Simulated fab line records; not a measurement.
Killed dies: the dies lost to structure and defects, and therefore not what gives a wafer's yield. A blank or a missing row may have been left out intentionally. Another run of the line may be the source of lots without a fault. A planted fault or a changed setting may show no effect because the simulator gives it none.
Problem report in the 8D (eight disciplines) form, filled by code :: flow sky130 :: the parts of the form that need people (team, actions taken, sign-off) are left out

1. PROBLEM STATEMENT
Wafers without a fault read 1201 W, standard deviation 4.1; bias_w at SKY_METAL4_ETCH_17 reads a mean of 1285 W on 6 wafers belonging to 2 lots. That puts it +20 standard deviations away from the usual mean.
The step: etches SiO2 in C4F8/O2/Ar, stops on TiN, time 3.9 s, target depth 15 nm.
Seen first at day 45 01:19 on rie_diel-02, wafer L296.1. The record holds 36 wafers of 12 lots with a number at this step. The rule behind "out" and "out of limits": a value lying over 4 standard deviations away from the usual mean. Any other wafer with a number is counted as sound.

2. WHAT IT IS, WHAT IT ISN'T
question: which readings at this step
is: bias_w
is not: -

question: which lots
is: L296, L297
is not: L286, L287, L288, L292, L298, L301, L302, L303, L304, L306

question: which wafers of those lots
is: all that have a number
is not: -

question: read on which tools
is: rie_diel-02
is not: rie_diel-01, rie_diel-03

question: when
is: from day 45 01:19
is not: up to then (12 sound wafers); but 18 sound wafers of L298, L301, L302, L303, L304, L306 came after

3. SUSPECTS, AND WHAT RULES EACH OUT
Counting: any tool at a process step up to the reading is kept as a suspect provided that every lot that is out went through it and no sound lot did after the first of them.
- pvd_sputter-02 at SKY_METAL3_SPUTTER_02 (material AlCu, target thk 735 nm, time 39.1 s): ruled out as a lasting fault. The sound lots L301, L304, L306 went through it after L296, its earliest lot that is out (day 40 02:26).
- rie_diel-02 at SKY_METAL4_ETCH_17 (etches SiO2 in C4F8/O2/Ar, stops on TiN, time 3.9 s, target depth 15 nm): kept. It processed each lot that is out, first L296 at day 45 01:19, and no sound lot thereafter; up to then, the last sound lot it processed was L292 at day 43 21:07. Its own bias_w readings are out on those wafers.
Left after counting: rie_diel-02 at SKY_METAL4_ETCH_17.

4. THE CAUSE (what the simulator had put in)
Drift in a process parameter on rie_diel-02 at SKY_METAL4_ETCH_17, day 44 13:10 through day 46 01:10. Setting bias_w, moved by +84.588, from 1200. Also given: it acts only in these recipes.
Counting left only this tool.

5. THE CHAIN OF EFFECTS, in route order
Rows list readings where the struck wafers' mean (over those with a number) sits beyond 3 standard deviations from the usual. Only readings whose record carries a usual standard deviation are examined. hours: median over the lots of the time between each lot's start at the first step of this table that gives one and its start at this step. sigmas: the change, counted in usual standard deviations.
hours: 0
step: SKY_METAL4_ETCH_17
reading: bias_w
usual: 1201 W
on struck wafers: 1285
change: +84
sigmas: +20
Here are the process steps it includes:
- SKY_METAL4_ETCH_17: etches SiO2 in C4F8/O2/Ar, stops on TiN, time 3.9 s, target depth 15 nm.

6. WHAT WOULD HAVE CAUGHT IT SOONER
In this record the first reading out of limits was taken at day 45 01:19, 12 hours after the fault began at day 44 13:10.
